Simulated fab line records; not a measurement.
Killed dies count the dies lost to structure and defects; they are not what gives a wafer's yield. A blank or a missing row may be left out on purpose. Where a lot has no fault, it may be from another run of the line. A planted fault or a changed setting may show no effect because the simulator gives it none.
fab line records	flow sky130
record: lots: 14	wafers: 42	last_day: 50
route steps=708 shown LDD_LDN@302 SD_N@348 CONTACT@407 METAL1@437 PAD_OPEN@708
lots that met no fault: taken from a fault-free run of the same line
start_h: hours from the record's first day to the start of the lot's first wafer shown	wait_h: hours elapsed since this lot's preceding step	" the same as in the row above	L1.1+2: one row covering several wafers at once	- no value, or no start was given	* or withheld: withheld	< > ~ a bound
route shown NAME@n: NAME is a module with steps in the file, n the number in the route of the first one	usual: mean and standard deviation over wafers with no fault	same: alike in all rows	chamber/n: place in a boat	sites: readings site by site	_std_site: standard deviation across them	_edge_site: outer sites' mean less inner sites'	radius_mm: for every site, how far away it sits from the centre of the wafer	mask NAME#n: copy n	behind: tool/chamber where the wafer was last shaped	hold: reason for holding the lot/hours on hold/outcome of the hold	device: the transistor (n, p or np) that didn't switch	end of line: tests run on the same wafers once the route is complete	a step given without rows: its recipe and nothing more	killed: count of dies lost to structure and defects at first sort (not the wafer's yield)	map: the dies of a wafer, with x for killed, . for not killed, _ for no die there
set.NAME: the setting that was run; set.NAME@STEP: the one run at that earlier step	model.NAME: the simulator's own value behind a step, which no gauge read
a sample of lots followed through the steps of the route, with each step as a table and each wafer as a row
services: a tool's chamber out of use, with start hour (start_h, from the record's first day; less than 0 if before it), hours out, and reason
== steps ==
step: SKY_LDD_LDN_TW_MEAS_13
usual: LDD_LDN_TW: 1487/9.9
lot.wafer	tool	chamber	start_h	wait_h	LDD_LDN_TW
L920.2	film_metro-04	-	532.88	0.1	1497
L920.3	"	-	"	"	1496
L920.6	"	-	"	"	1499
L921.1	film_metro-03	-	548.49	0.1	1475
L921.3	"	-	"	"	1475
L921.6	"	-	"	"	1483
L922.1	film_metro-03	-	556.11	0.1	1481
L922.3	"	-	"	"	1477
L922.6	"	-	"	"	1486
L923.3	film_metro-03	-	562.84	0.1	1484
L923.4	"	-	"	"	1486
L923.6	"	-	"	"	1486
L925.2	film_metro-01	-	582.21	0.1	1479
L925.3	"	-	"	"	1484
L925.4	"	-	"	"	1473
L927.1	film_metro-01	-	599.72	0.1	1478
L927.2	"	-	"	"	1483
L927.4	"	-	"	"	1476
L928.2	film_metro-01	-	602.60	0.1	1470
L928.5	"	-	"	"	1481
L928.6	"	-	"	"	1480
L930.1	film_metro-03	-	626.57	0.1	1482
L930.3	"	-	"	"	1476
L930.4	"	-	"	"	1479
L931.4	film_metro-04	-	634.81	0.1	1512
L931.5	"	-	"	"	1502
L931.6	"	-	"	"	1510
L938.1	film_metro-03	-	685.25	0.1	1475
L938.2	"	-	"	"	1490
L938.4	"	-	"	"	1484
L939.1	film_metro-04	-	693.14	0.1	1498
L939.2	"	-	"	"	1497
L939.4	"	-	"	"	1504
L940.3	film_metro-04	-	697.99	0.1	1487
L940.5	"	-	"	"	1493
L940.6	"	-	"	"	1491
L941.2	film_metro-03	-	709.26	0.1	1487
L941.4	"	-	"	"	1498
L941.6	"	-	"	"	1484
L942.1	film_metro-04	-	714.50	0.1	1495
L942.3	"	-	"	"	1492
L942.6	"	-	"	"	1496
step: SKY_SD_N_DEVELOP_06
recipe: resist: NOVOLAK	developer: TMAH	develop_time_s: 60	dev_temp_c: 23
usual: exhaust_pa: 45.2/0.9
lot.wafer	tool	chamber	start_h	wait_h	exhaust_pa
L920.2	litho_track-01	0	652.26	0.1	45.5
L920.3	"	0	"	"	46.1
L920.6	"	0	"	"	45.2
L921.1	litho_track-04	0	664.92	0.1	45.2
L921.3	"	0	"	"	44.5
L921.6	"	0	"	"	43.7
L922.1	litho_track-04	0	672.57	0.1	46.0
L922.3	"	0	"	"	46.4
L922.6	"	0	"	"	44.5
L923.3	litho_track-03	0	679.30	0.1	42.7
L923.4	"	0	"	"	44.1
L923.6	"	0	"	"	44.7
L925.2	litho_track-04	0	698.79	0.1	46.8
L925.3	"	0	"	"	44.6
L925.4	"	0	"	"	44.7
L927.1	litho_track-01	0	714.54	0.1	44.9
L927.2	"	0	"	"	44.7
L927.4	"	0	"	"	46.7
L928.2	litho_track-01	0	720.46	0.1	46.4
L928.5	"	0	"	"	45.7
L928.6	"	0	"	"	45.5
L930.1	litho_track-04	0	740.77	0.1	45.0
L930.3	"	0	"	"	44.4
L930.4	"	0	"	"	45.7
L931.4	litho_track-04	0	748.84	0.1	45.1
L931.5	"	0	"	"	45.7
L931.6	"	0	"	"	47.0
L938.1	litho_track-04	0	798.42	0.1	44.8
L938.2	"	0	"	"	45.1
L938.4	"	0	"	"	44.8
L939.1	litho_track-01	0	803.64	0.1	45.6
L939.2	"	0	"	"	44.2
L939.4	"	0	"	"	44.8
L940.3	litho_track-04	0	807.77	0.1	45.8
L940.5	"	0	"	"	44.8
L940.6	"	0	"	"	44.0
L941.2	litho_track-04	0	817.29	0.1	45.4
L941.4	"	0	"	"	45.7
L941.6	"	0	"	"	44.3
L942.1	litho_track-03	0	824.35	0.1	44.8
L942.3	"	0	"	"	44.7
L942.6	"	0	"	"	43.4
step: SKY_SD_N_CD_MEAS_07
recipe: target_cd_nm: 380
usual: cd_nm: 380.2/2.4
lot.wafer	tool	chamber	start_h	wait_h	hold	cd_nm
L920.2	cd_sem-02	-	652.41	0.1	-	386.2
L920.3	"	-	"	"	-	383.5
L920.6	"	-	"	"	-	384.2
L921.1	cd_sem-01	-	665.07	0.1	-	381.8
L921.3	"	-	"	"	-	379.4
L921.6	"	-	"	"	-	379.7
L922.1	cd_sem-02	-	672.72	0.1	-	379.1
L922.3	"	-	"	"	-	378.0
L922.6	"	-	"	"	-	379.5
L923.3	cd_sem-02	-	679.44	0.1	-	383.3
L923.4	"	-	"	"	-	382.7
L923.6	"	-	"	"	-	382.9
L925.2	cd_sem-01	-	698.94	0.1	-	383.5
L925.3	"	-	"	"	-	382.3
L925.4	"	-	"	"	-	383.7
L927.1	cd_sem-02	-	714.69	0.1	-	377.6
L927.2	"	-	"	"	-	379.6
L927.4	"	-	"	"	-	377.4
L928.2	cd_sem-02	-	720.61	0.1	-	374.8
L928.5	"	-	"	"	-	375.0
L928.6	"	-	"	"	-	376.4
L930.1	cd_sem-01	-	740.92	0.1	-	379.3
L930.3	"	-	"	"	-	379.7
L930.4	"	-	"	"	-	380.6
L931.4	cd_sem-02	-	748.98	0.1	-	380.6
L931.5	"	-	"	"	-	382.4
L931.6	"	-	"	"	-	380.8
L938.1	cd_sem-02	-	798.57	0.1	await_dispo/0.2h/release	231.9
L938.2	"	-	"	"	await_dispo/0.2h/release	232.3
L938.4	"	-	"	"	await_dispo/0.2h/release	231.6
L938.1	cd_sem-02	-	798.86	0.3	-	232.0
L938.2	"	-	"	"	-	232.4
L938.4	"	-	"	"	-	231.6
L939.1	cd_sem-01	-	803.79	0.1	-	379.4
L939.2	"	-	"	"	-	381.7
L939.4	"	-	"	"	-	378.6
L940.3	cd_sem-02	-	807.91	0.1	await_dispo/0.2h/release	234.3
L940.5	"	-	"	"	await_dispo/0.2h/release	233.2
L940.6	"	-	"	"	await_dispo/0.2h/release	230.7
L940.3	cd_sem-02	-	808.20	0.3	-	234.6
L940.5	"	-	"	"	-	232.6
L940.6	"	-	"	"	-	230.5
L941.2	cd_sem-02	-	817.44	0.1	await_dispo/0.2h/release	232.5
L941.4	"	-	"	"	await_dispo/0.2h/release	232.0
L941.6	"	-	"	"	await_dispo/0.2h/release	233.3
L941.2	cd_sem-02	-	817.73	0.3	-	232.2
L941.4	"	-	"	"	-	232.3
L941.6	"	-	"	"	-	233.0
L942.1	cd_sem-02	-	824.50	0.1	-	382.5
L942.3	"	-	"	"	-	381.7
L942.6	"	-	"	"	-	382.7
step: SKY_CONTACT_THK_MEAS_01
recipe: reads: Si3N4_of_CONTACT_CVD_00
usual: CONTACT_CVD_00_THK: 75.1/0.97
lot.wafer	tool	chamber	start_h	wait_h	CONTACT_CVD_00_THK[nm]
L920.2	film_metro-03	-	714.13	-	74.0
L920.3	"	-	"	"	74.8
L920.6	"	-	"	"	74.2
L921.1	film_metro-04	-	724.94	-	73.0
L921.3	"	-	"	"	73.6
L921.6	"	-	"	"	74.2
L922.1	film_metro-03	-	733.12	-	75.7
L922.3	"	-	"	"	75.7
L922.6	"	-	"	"	76.8
L923.3	film_metro-03	-	739.83	-	73.7
L923.4	"	-	"	"	75.7
L923.6	"	-	"	"	75.3
L925.2	film_metro-04	-	757.91	-	73.4
L925.3	"	-	"	"	74.9
L925.4	"	-	"	"	75.8
L927.1	film_metro-01	-	773.79	-	73.8
L927.2	"	-	"	"	74.2
L927.4	"	-	"	"	75.2
L928.2	film_metro-01	-	779.13	-	75.5
L928.5	"	-	"	"	77.0
L928.6	"	-	"	"	76.1
L930.1	film_metro-04	-	798.73	-	74.4
L930.3	"	-	"	"	74.9
L930.4	"	-	"	"	75.2
L931.4	film_metro-03	-	807.07	-	75.8
L931.5	"	-	"	"	76.4
L931.6	"	-	"	"	75.6
L939.1	film_metro-01	-	859.57	-	74.2
L939.2	"	-	"	"	75.1
L939.4	"	-	"	"	77.9
L942.1	film_metro-03	-	881.21	-	75.0
L942.3	"	-	"	"	74.9
L942.6	"	-	"	"	75.1
step: SKY_METAL1_SPUTTER_03
recipe: material: Ti	target_thk_nm: 5	power_w: 3000	time_s: 3.3	chamber_pressure_pa: 0.4165
usual: chamber_pressure_pa: 0.4165/0.00087	throttle_valve_pct: 29.5/0.89
lot.wafer	tool	chamber	start_h	wait_h	chamber_pressure_pa	throttle_valve_pct
L920.2	pvd_sputter-04	-	744.11	0.0	0.4154	29.8
L920.3	"	-	"	"	0.4167	28.9
L920.6	"	-	"	"	0.4182	28.9
L921.1	pvd_sputter-02	-	754.49	0.0	0.4156	27.8
L921.3	"	-	"	"	0.4159	29.5
L921.6	"	-	"	"	0.4168	29.4
L922.1	pvd_sputter-03	-	762.07	0.0	0.4159	31.2
L922.3	"	-	"	"	0.4159	28.9
L922.6	"	-	"	"	0.4160	28.6
L923.3	pvd_sputter-04	-	769.53	0.0	0.4170	30.0
L923.4	"	-	"	"	0.4160	28.9
L923.6	"	-	"	"	0.4167	30.0
L925.2	pvd_sputter-04	-	787.14	0.0	0.4150	30.0
L925.3	"	-	"	"	0.4167	29.2
L925.4	"	-	"	"	0.4150	29.1
L927.1	pvd_sputter-03	-	802.29	0.0	0.4154	29.5
L927.2	"	-	"	"	0.4164	31.2
L927.4	"	-	"	"	0.4170	28.6
L928.2	pvd_sputter-03	-	807.36	0.0	0.4158	31.5
L928.5	"	-	"	"	0.4155	31.5
L928.6	"	-	"	"	0.4168	29.7
L930.1	pvd_sputter-02	-	827.59	0.0	0.4142	29.5
L930.3	"	-	"	"	0.4165	27.7
L930.4	"	-	"	"	0.4182	29.0
L931.4	pvd_sputter-02	-	835.47	0.0	0.4155	29.5
L931.5	"	-	"	"	0.4156	29.9
L931.6	"	-	"	"	0.4160	29.8
L939.1	pvd_sputter-03	-	887.53	0.0	0.4171	29.5
L939.2	"	-	"	"	0.4167	28.8
L939.4	"	-	"	"	0.4170	30.4
L942.1	pvd_sputter-03	-	908.55	0.0	0.4171	31.4
L942.3	"	-	"	"	0.4163	29.4
L942.6	"	-	"	"	0.4167	31.1
step: SKY_PAD_OPEN_PROBE_99
usual: defect_limited_yield: 82.2/2.2	killed_at_M0_to_M3: 45/7.1	killed_at_M4_up: 3.0/1.8	killed_at_contacts: 24/5.4	killed_at_front_end: 16/4.9	killed_at_other: 0.3/0.63	killed_dies: 88/11	killed_open: 47/7.4	killed_short: 40/7	sort_bin_3_pad_short: 1.0/0.43	sort_bin_5_function: 10.6/1.7	sort_bin_6_memory: 6.3/1.1	sort_n_pass: 404/11	sort_yield_pct: 82.2/2.2
same: gross_dies: 492	killed_at_back_side: 0	sort_bin_4_leakage[%]: 0	sort_bin_8_speed[%]: 0
lot.wafer	tool	chamber	start_h	wait_h	defect_limited_yield[%]	killed_at_M0_to_M3	killed_at_M4_up	killed_at_contacts	killed_at_front_end	killed_at_other	killed_dies	killed_open	killed_short	sort_bin_3_pad_short[%]	sort_bin_5_function[%]	sort_bin_6_memory[%]	sort_n_pass	sort_yield_pct[%]
L928.2	prober-02	-	1129.13	0.1	83.1	47	4	22	10	0	83	50	33	0.8	10.6	5.5	409	83.1
L928.5	prober-02	-	1129.28	0.2	82.5	49	1	15	20	1	86	43	43	1.2	10.0	6.3	406	82.5
L928.6	prober-02	-	1129.33	0.2	84.8	42	5	21	7	0	75	41	34	0.6	9.6	5.1	417	84.8
killed by level:class
L928.2 VIA1:geometric_particle:open=14 VIA3:geometric_particle:open=9 CONTACT:geometric_particle:open=8 LI_CONTACT:geometric_particle:open=7 METAL1:geometric_particle:short=5 METAL2:geometric_particle:short=4 POLY_GATE:geometric_particle:short=4 LOCAL_INTERCONNECT:geometric_particle:short=4
L928.5 METAL1:geometric_particle:short=9 VIA1:geometric_particle:open=8 METAL2:geometric_particle:short=7 VIA3:geometric_particle:open=7 FIELD_ISO:geometric_particle:short=6 VIA2:geometric_particle:open=6 POLY_GATE:geometric_particle:short=5 LOCAL_INTERCONNECT:geometric_particle:open=4
L928.6 VIA2:geometric_particle:open=11 VIA1:geometric_particle:open=9 CONTACT:geometric_particle:open=7 LI_CONTACT:geometric_particle:open=6 METAL1:geometric_particle:short=6 METAL2:geometric_particle:short=5 LOCAL_INTERCONNECT:geometric_particle:short=4 METAL4:geometric_particle:short=4
== services ==
tool	chamber	start_h	hours	kind
pvd_sputter-02	0	651.92	-	consumable_replace:kit
pvd_sputter-02	0	651.92	18.0	scheduled_down
pvd_sputter-02	0	651.92	18.0	vent_cycle
pvd_sputter-03	-	698.06	3.5	repair
litho_track-04	-	711.56	-	consumable_replace:filter
pvd_sputter-02	-	721.29	0.9	repair
pvd_sputter-02	-	739.33	5.9	repair
litho_track-01	-	741.27	-	consumable_replace:filter
pvd_sputter-04	-	756.06	1.0	repair
pvd_sputter-04	-	769.78	1.7	repair
pvd_sputter-02	-	770.39	3.0	repair
pvd_sputter-04	-	798.26	5.9	repair
pvd_sputter-04	-	811.54	4.9	repair
pvd_sputter-04	-	816.81	1.2	repair
litho_track-01	-	824.55	-	consumable_replace:filter
pvd_sputter-03	1	824.82	-	consumable_replace:kit
pvd_sputter-03	1	824.82	18.0	scheduled_down
pvd_sputter-03	1	824.82	18.0	vent_cycle
pvd_sputter-04	3	832.11	-	consumable_replace:kit
pvd_sputter-04	3	832.11	18.0	scheduled_down
pvd_sputter-04	3	832.11	18.0	vent_cycle
pvd_sputter-02	-	849.06	1.5	repair
pvd_sputter-04	-	851.12	7.5	repair
pvd_sputter-03	-	891.68	1.9	repair
== key ==
first_sign: step: SKY_SD_N_CD_MEAS_07	reading: visit	direction: added
effect: step: SKY_SD_N_CD_MEAS_07	reading: cd_nm	direction: down	sigmas: 61	usual: 380.2	struck: 232.4
met_at SKY_SD_N_DEVELOP_06
struck_lots L938,L940,L941
scrapped_behind SKY_SD_N_CD_MEAS_07 L938.1,L938.2,L938.4,L940.3,L940.5,L940.6,L941.2,L941.4,L941.6
not_acting_at SKY_LDD_LDN_TW_MEAS_13,SKY_CONTACT_THK_MEAS_01,SKY_METAL1_SPUTTER_03
onset_between 748.84 798.42
fault: kind: process_parameter_drift	tool: litho_track-04	chamber: -	onset_h: 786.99	steps: SKY_SD_N_DEVELOP_06	channel: develop_time_s	offset: *	shape: step	end_h: 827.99	acts_in: *	stated: *
